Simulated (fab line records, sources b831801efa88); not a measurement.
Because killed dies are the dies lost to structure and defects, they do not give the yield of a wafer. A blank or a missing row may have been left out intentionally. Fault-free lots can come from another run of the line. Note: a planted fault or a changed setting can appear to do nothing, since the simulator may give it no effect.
The tool behind it: which one? || flow sky130 || 36 wafers from 12 lots sampled at 5 of the route's 708 steps

## WHAT THE GAUGES SHOWED, per wafer
SKY_FIELD_ISO_THK_MEAS_02.
{"lot": "L312", "measured": "day 1 23:51", "on": "film metro-01", "FIELD_ISO_OXIDATION_00_THK (nm)": "11.96 12.04 12.11"}
{"lot": "L315", "measured": "day 2 14:21", "on": "film metro-03", "FIELD_ISO_OXIDATION_00_THK (nm)": "11.95 11.64 12.01"}
{"lot": "L317", "measured": "day 2 23:32", "on": "film metro-04", "FIELD_ISO_OXIDATION_00_THK (nm)": "12.00 11.93 12.00"}
{"lot": "L318", "measured": "day 3 03:55", "on": "film metro-04", "FIELD_ISO_OXIDATION_00_THK (nm)": "12.09 11.98 12.10"}
{"lot": "L319", "measured": "day 3 08:38", "on": "film metro-01", "FIELD_ISO_OXIDATION_00_THK (nm)": "11.76 11.87 11.82"}
{"lot": "L323", "measured": "day 4 04:38", "on": "film metro-03", "FIELD_ISO_OXIDATION_00_THK (nm)": "11.48 11.56 11.68"}
{"lot": "L324", "measured": "day 4 10:19", "on": "film metro-01", "FIELD_ISO_OXIDATION_00_THK (nm)": "11.70 11.61 11.75"}
{"lot": "L327", "measured": "day 5 00:41", "on": "film metro-03", "FIELD_ISO_OXIDATION_00_THK (nm)": "12.12 12.18 12.15"}
{"lot": "L328", "measured": "day 5 05:38", "on": "film metro-01", "FIELD_ISO_OXIDATION_00_THK (nm)": "11.66 11.57 11.64"}
{"lot": "L330", "measured": "day 5 17:17", "on": "film metro-04", "FIELD_ISO_OXIDATION_00_THK (nm)": "12.06 11.82 11.94"}
{"lot": "L331", "measured": "day 5 21:38", "on": "film metro-04", "FIELD_ISO_OXIDATION_00_THK (nm)": "12.13 12.14 12.06"}
{"lot": "L333", "measured": "day 6 07:02", "on": "film metro-04", "FIELD_ISO_OXIDATION_00_THK (nm)": "11.67 11.78 11.52"}

SKY_SONOS_ONO_THK_MEAS_01.
{"lot": "L312", "measured": "day 12 05:07", "on": "film metro-01", "SONOS_ONO_OXIDATION_THK (nm)": "2.54 2.55 2.57"}
{"lot": "L315", "measured": "day 12 19:13", "on": "film metro-04", "SONOS_ONO_OXIDATION_THK (nm)": "2.62 2.52 2.55"}
{"lot": "L317", "measured": "day 13 22:35", "on": "film metro-04", "SONOS_ONO_OXIDATION_THK (nm)": "2.86 2.86 2.86"}
{"lot": "L318", "measured": "day 13 23:58", "on": "film metro-04", "SONOS_ONO_OXIDATION_THK (nm)": "2.89 2.95 2.89"}
{"lot": "L319", "measured": "day 13 23:58", "on": "film metro-03", "SONOS_ONO_OXIDATION_THK (nm)": "2.93 2.92 2.84"}
{"lot": "L323", "measured": "day 15 22:53", "on": "film metro-03", "SONOS_ONO_OXIDATION_THK (nm)": "2.57 2.58 2.57"}
{"lot": "L324", "measured": "day 16 00:23", "on": "film metro-04", "SONOS_ONO_OXIDATION_THK (nm)": "2.61 2.60 2.55"}
{"lot": "L327", "measured": "day 16 15:58", "on": "film metro-03", "SONOS_ONO_OXIDATION_THK (nm)": "2.64 2.60 2.56"}
{"lot": "L328", "measured": "day 16 15:58", "on": "film metro-01", "SONOS_ONO_OXIDATION_THK (nm)": "2.58 2.67 2.63"}
{"lot": "L330", "measured": "day 17 06:48", "on": "film metro-01", "SONOS_ONO_OXIDATION_THK (nm)": "2.62 2.62 2.68"}
{"lot": "L331", "measured": "day 17 19:51", "on": "film metro-01", "SONOS_ONO_OXIDATION_THK (nm)": "2.57 2.58 2.58"}
{"lot": "L333", "measured": "day 18 12:04", "on": "film metro-01", "SONOS_ONO_OXIDATION_THK (nm)": "2.68 2.64 2.73"}

SKY_GATE_OXIDE_OVL_MEAS_10.
{"lot": "L312", "measured": "day 14 01:20", "on": "overlay-01", "GATE_OXIDE_OVL (nm)": "-0.1 0.3 -0.7"}
{"lot": "L315", "measured": "day 14 21:44", "on": "overlay-01", "GATE_OXIDE_OVL (nm)": "3.4 1.1 1.6"}
{"lot": "L317", "measured": "day 16 07:01", "on": "overlay-02", "GATE_OXIDE_OVL (nm)": "-0.6 2.0 1.0"}
{"lot": "L318", "measured": "day 16 10:38", "on": "overlay-01", "GATE_OXIDE_OVL (nm)": "2.4 3.8 0.3"}
{"lot": "L319", "measured": "day 16 11:16", "on": "overlay-02", "GATE_OXIDE_OVL (nm)": "-0.2 -0.6 -2.1"}
{"lot": "L323", "measured": "day 18 13:59", "on": "overlay-02", "GATE_OXIDE_OVL (nm)": "-0.2 -0.9 -0.6"}
{"lot": "L324", "measured": "day 18 17:02", "on": "overlay-02", "GATE_OXIDE_OVL (nm)": "0.7 0.4 -1.7"}
{"lot": "L327", "measured": "day 19 08:17", "on": "overlay-02", "GATE_OXIDE_OVL (nm)": "-3.7 -3.3 -2.5"}
{"lot": "L328", "measured": "day 19 08:47", "on": "overlay-01", "GATE_OXIDE_OVL (nm)": "0.0 -0.6 -0.3"}
{"lot": "L330", "measured": "day 19 23:16", "on": "overlay-02", "GATE_OXIDE_OVL (nm)": "-0.5 1.3 0.8"}
{"lot": "L331", "measured": "day 20 16:31", "on": "overlay-01", "GATE_OXIDE_OVL (nm)": "0.7 0.5 2.2"}
{"lot": "L333", "measured": "day 21 10:23", "on": "overlay-01", "GATE_OXIDE_OVL (nm)": "0.8 -0.2 -2.0"}

SKY_LOCAL_INTERCONNECT_THK_MEAS_02: measures by xrf.
{"lot": "L312", "measured": "day 29 13:50", "on": "film metro-02", "LOCAL_INTERCONNECT_TIN_THK (nm)": "96.1 94.2 95.6"}
{"lot": "L315", "measured": "day 30 10:42", "on": "film metro-03", "LOCAL_INTERCONNECT_TIN_THK (nm)": "99.7 97.6 98.5"}
{"lot": "L317", "measured": "day 31 17:47", "on": "film metro-03", "LOCAL_INTERCONNECT_TIN_THK (nm)": "99.1 98.8 98.9"}
{"lot": "L318", "measured": "day 32 01:09", "on": "film metro-02", "LOCAL_INTERCONNECT_TIN_THK (nm)": "94.6 96.8 95.4"}
{"lot": "L319", "measured": "day 32 01:29", "on": "film metro-03", "LOCAL_INTERCONNECT_TIN_THK (nm)": "97.2 100.1 99.5"}
{"lot": "L323", "measured": "day 33 21:35", "on": "film metro-02", "LOCAL_INTERCONNECT_TIN_THK (nm)": "96.3 96.5 94.5"}
{"lot": "L324", "measured": "day 34 01:50", "on": "film metro-01", "LOCAL_INTERCONNECT_TIN_THK (nm)": "98.5 99.4 98.8"}
{"lot": "L327", "measured": "day 34 19:05", "on": "film metro-01", "LOCAL_INTERCONNECT_TIN_THK (nm)": "98.4 95.8 98.3"}
{"lot": "L328", "measured": "day 34 15:05", "on": "film metro-03", "LOCAL_INTERCONNECT_TIN_THK (nm)": "98.2 98.0 99.0"}
{"lot": "L330", "measured": "day 35 06:23", "on": "film metro-02", "LOCAL_INTERCONNECT_TIN_THK (nm)": "96.1 97.1 95.7"}
{"lot": "L331", "measured": "day 35 16:46", "on": "film metro-01", "LOCAL_INTERCONNECT_TIN_THK (nm)": "97.2 99.1 97.9"}
{"lot": "L333", "measured": "day 36 07:47", "on": "film metro-01", "LOCAL_INTERCONNECT_TIN_THK (nm)": "97.2 97.1 96.1"}

## WHAT TOOL EACH LOT RAN ON (gives the tool, then ch and the chambers of the sampled wafers, and finally the start)
{"lot": "L312", "SKY_SONOS_ONO_OXIDATION_00": "furnace-02 ch 0, day 12 03:44"}
{"lot": "L315", "SKY_SONOS_ONO_OXIDATION_00": "furnace-02 ch 0, day 12 17:52"}
{"lot": "L317", "SKY_SONOS_ONO_OXIDATION_00": "furnace-01 ch 0, day 13 21:14"}
{"lot": "L318", "SKY_SONOS_ONO_OXIDATION_00": "furnace-01 ch 0, day 13 22:35"}
{"lot": "L319", "SKY_SONOS_ONO_OXIDATION_00": "furnace-01 ch 0, day 13 22:35"}
{"lot": "L323", "SKY_SONOS_ONO_OXIDATION_00": "furnace-02 ch 0, day 15 21:31"}
{"lot": "L324", "SKY_SONOS_ONO_OXIDATION_00": "furnace-02 ch 0, day 15 23:01"}
{"lot": "L327", "SKY_SONOS_ONO_OXIDATION_00": "furnace-02 ch 0, day 16 14:37"}
{"lot": "L328", "SKY_SONOS_ONO_OXIDATION_00": "furnace-02 ch 0, day 16 14:37"}
{"lot": "L330", "SKY_SONOS_ONO_OXIDATION_00": "furnace-02 ch 0, day 17 05:28"}
{"lot": "L331", "SKY_SONOS_ONO_OXIDATION_00": "furnace-01 ch 0, day 17 18:30"}
{"lot": "L333", "SKY_SONOS_ONO_OXIDATION_00": "furnace-02 ch 0, day 18 10:43"}
- SKY_SONOS_ONO_OXIDATION_00: stabilise 600 s, purge 300 s, target thk 2.6 nm.

## WHAT THE TOOLS THEMSELVES READ (means of the sampled wafers that have a number; where no wafer has one, the mark that the record gives instead)
SKY_SONOS_ONO_OXIDATION_00.
{"lot": "L312", "tool": "furnace-02", "spike tc centre C (C)": 801.6, "spike tc lower C (C)": 802.6, "spike tc top C (C)": 809.9, "spike tc upper C (C)": 799.6, "tube center temp C (C)": 800, "tube_center_temp_C_max": 802.1, "zone power upper pct (%)": 16.5}
{"lot": "L315", "tool": "furnace-02", "spike tc centre C (C)": 801.4, "spike tc lower C (C)": 801.3, "spike tc top C (C)": 811.2, "spike tc upper C (C)": 799.7, "tube center temp C (C)": 800, "tube_center_temp_C_max": 801.8, "zone power upper pct (%)": 16.5}
{"lot": "L317", "tool": "furnace-01", "spike tc centre C (C)": 805.4, "spike tc lower C (C)": 806.5, "spike tc top C (C)": 816.5, "spike tc upper C (C)": 806.4, "tube center temp C (C)": 806, "tube_center_temp_C_max": 807.9, "zone power upper pct (%)": 13.0}
{"lot": "L318", "tool": "furnace-01", "spike tc centre C (C)": 806.8, "spike tc lower C (C)": 805.3, "spike tc top C (C)": 814.9, "spike tc upper C (C)": 805.3, "tube center temp C (C)": 806, "tube_center_temp_C_max": 807.8, "zone power upper pct (%)": 13.0}
{"lot": "L319", "tool": "furnace-01", "spike tc centre C (C)": 805.1, "spike tc lower C (C)": 806.4, "spike tc top C (C)": 815.5, "spike tc upper C (C)": 807.2, "tube center temp C (C)": 806, "tube_center_temp_C_max": 807.6, "zone power upper pct (%)": 13.0}
{"lot": "L323", "tool": "furnace-02", "spike tc centre C (C)": 801.6, "spike tc lower C (C)": 801.4, "spike tc top C (C)": 812.0, "spike tc upper C (C)": 801.2, "tube center temp C (C)": 800, "tube_center_temp_C_max": 801.9, "zone power upper pct (%)": 16.4}
{"lot": "L324", "tool": "furnace-02", "spike tc centre C (C)": 801.1, "spike tc lower C (C)": 800.6, "spike tc top C (C)": 810.4, "spike tc upper C (C)": 800.2, "tube center temp C (C)": 800, "tube_center_temp_C_max": 802.2, "zone power upper pct (%)": 16.4}
{"lot": "L327", "tool": "furnace-02", "spike tc centre C (C)": 800.7, "spike tc lower C (C)": 800.6, "spike tc top C (C)": 810.8, "spike tc upper C (C)": 800.9, "tube center temp C (C)": 800, "tube_center_temp_C_max": 802.3, "zone power upper pct (%)": 16.4}
{"lot": "L328", "tool": "furnace-02", "spike tc centre C (C)": 800.3, "spike tc lower C (C)": 801.7, "spike tc top C (C)": 810.1, "spike tc upper C (C)": 800.3, "tube center temp C (C)": 800, "tube_center_temp_C_max": 802.5, "zone power upper pct (%)": 16.4}
{"lot": "L330", "tool": "furnace-02", "spike tc centre C (C)": 801.3, "spike tc lower C (C)": 801.5, "spike tc top C (C)": 809.4, "spike tc upper C (C)": 801.3, "tube center temp C (C)": 800, "tube_center_temp_C_max": 802.4, "zone power upper pct (%)": 16.4}
{"lot": "L331", "tool": "furnace-01", "spike tc centre C (C)": 799.5, "spike tc lower C (C)": 800.6, "spike tc top C (C)": 811.0, "spike tc upper C (C)": 800.2, "tube center temp C (C)": 800, "tube_center_temp_C_max": 801.9, "zone power upper pct (%)": 12.8}
{"lot": "L333", "tool": "furnace-02", "spike tc centre C (C)": 800.8, "spike tc lower C (C)": 801.6, "spike tc top C (C)": 810.8, "spike tc upper C (C)": 799.5, "tube center temp C (C)": 800, "tube_center_temp_C_max": 801.9, "zone power upper pct (%)": 16.4}

## THE ANSWER, worked out from the rows above alone
Rule: the usual values come from the lots themselves. Put in order of their means at a reading, lots are off if they are a third of the lots or fewer, leave a main group of 4 or more, and stand apart from it by a gap of 3 or more times the standard deviation of the main group's means; of several such gaps the widest counts. The tables above print the reading to a certain number of digits; a main group whose means all agree to those digits is not used. Also off: a lot with no number at a reading for which 4 or more lots have one. All remaining lots with rows at the step are treated as sound. After the gauges, taken in route order, come the tools' own readings; for these a lot's mean is taken, as printed above. The first step at which some lot is off is used, and at that step the reading that is off furthest; a lot without a number counts as furthest.
Off: at SKY_SONOS_ONO_THK_MEAS_01 (SONOS_ONO_OXIDATION_THK), L317, L318, L319. The main group: mean 2.60 nm, standard deviation 0.04.
If a tool, at a process step before that reading, ran all the lots that are off and no sound lot after the first of them, it fits. Not tried: the gauges at SKY_SONOS_ONO_THK_MEAS_01; whatever is off there is also off at SKY_SONOS_ONO_OXIDATION_00, on other tools, and gauge error can't account for it. None of those tried fits.

## WHAT THE SIMULATOR PUT IN
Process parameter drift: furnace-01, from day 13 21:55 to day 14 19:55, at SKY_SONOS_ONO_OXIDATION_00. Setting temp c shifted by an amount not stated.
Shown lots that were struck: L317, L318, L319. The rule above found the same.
